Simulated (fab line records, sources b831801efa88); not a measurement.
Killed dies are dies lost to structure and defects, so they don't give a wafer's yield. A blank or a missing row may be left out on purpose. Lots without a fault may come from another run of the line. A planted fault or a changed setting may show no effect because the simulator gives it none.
A struck lot beside a sound one | flow gf180mcu | 21 steps out of a route of 602
Sound: wafers L697.1, L697.5, L697.6. Struck: wafers L705.1, L705.2, L705.5. The cause comes at the end.
At each step with rows: each side's tool, then ch and its chambers, then its first start. Under that, the readings that differ: sound wafers | struck wafers | difference of the means | sigmas: that difference in standard deviations of wafers without a fault.
alike: readings whose means differ by less than 2 such deviations, and words and numbers that are the same on both sides. not compared: withheld readings, readings that some wafer has no value for, bounds like >300 that may hide the same value, and numbers for which the record gives no deviation and whose values overlap.
The two part at a step that has a row with sigmas, a row that says differs or no value, or rows on one side only. Numbers that don't overlap but have no deviation are shown without sigmas and don't part them. A reading that every wafer of one side lacks parts them only if that side has two wafers or more.

first, 3 steps without rows for these wafers: GF_MVSD_EXPOSE_04 (exposes mask MVSD, target cd 1000 nm); GF_MVSD_PEB_05; GF_MVSD_DEVELOP_06 (develop time 60 s).
GF_MVSD_OVL_MEAS_07:
  sound on overlay-01, day 5 14:34; struck on overlay-01, day 7 22:46
  alike: MVSD_OVL
then, 2 steps without rows for these wafers: GF_MVSD_IMPLANT_08; GF_MVSD_IMPLANT_09.
GF_MVSD_STRIP_10: strips in O2/N2.
  sound on plasma_asher-01 ch 0,1, day 5 14:55; struck on plasma_asher-01 ch 0,1, day 7 23:05
  alike: drypump_motor_current_A, heater_power_w, oes_product_au, strip_time_to_endpoint_s
  not compared: rf_hours_counter_h
GF_MVSD_TW_MEAS_11:
  sound on film_metro-01, day 5 15:01; struck on film_metro-02, day 7 23:11
  alike: MVSD_TW
then, 4 steps without rows for these wafers: GF_MVPSD_DEHYDRATE_00 (time 60 s); GF_MVPSD_HMDS_01 (prime time 60 s); GF_MVPSD_COAT_02 (resist thk 3000 nm); GF_MVPSD_SOFTBAKE_03.
GF_MVPSD_EXPOSE_04: exposes mask MVPSD, target cd 1000 nm.
  sound on iline_stepper-02 ch 0, day 5 22:11; struck on iline_stepper-01 ch 0, day 8 07:18
  reading | sound                   | struck               | difference | sigmas
  mask    | MVPSD#0 MVPSD#0 MVPSD#0 | MVSD#0 MVSD#0 MVSD#0 | differs    |
  alike: exposure_dose_mJ_cm2, stage_vel_mm_s
then, 2 steps without rows for these wafers: GF_MVPSD_PEB_05; GF_MVPSD_DEVELOP_06 (develop time 60 s).
GF_MVPSD_OVL_MEAS_07:
  sound on overlay-01, day 6 05:23; struck on overlay-02, day 8 15:14
  reading        | sound          | struck | difference                    | sigmas
  MVPSD_OVL (nm) | -2.6 -3.3 -2.1 | - - -  | no value on the struck wafers |
then, 2 steps without rows for these wafers: GF_MVPSD_IMPLANT_08; GF_MVPSD_IMPLANT_09.
GF_MVPSD_STRIP_10: strips in O2/N2.
  sound on plasma_asher-01 ch 0,1, day 6 05:43; struck on plasma_asher-04 ch 0,1, day 8 15:34
  reading            | sound       | struck      | difference | sigmas
  heater_power_w (W) | 376 372 379 | 289 302 289 | -82        | -2
  alike: drypump_motor_current_A, oes_product_au, strip_time_to_endpoint_s
  not compared: rf_hours_counter_h
GF_MVPSD_TW_MEAS_11:
  sound on film_metro-04, day 6 05:49; struck on film_metro-04, day 8 15:59
  reading  | sound       | struck   | difference | sigmas
  MVPSD_TW | 552 553 550 | 30 30 30 | -522       | -99 or more
  not compared: hold
GF_PASSIVATION_PROBE_99:
  the record has rows for the sound wafers here (prober-02, day 30 09:18) and none for the struck ones

WHERE THEY PART
First at GF_MVPSD_EXPOSE_04; last, within this record, at GF_PASSIVATION_PROBE_99.

WHY: what the simulator had put in
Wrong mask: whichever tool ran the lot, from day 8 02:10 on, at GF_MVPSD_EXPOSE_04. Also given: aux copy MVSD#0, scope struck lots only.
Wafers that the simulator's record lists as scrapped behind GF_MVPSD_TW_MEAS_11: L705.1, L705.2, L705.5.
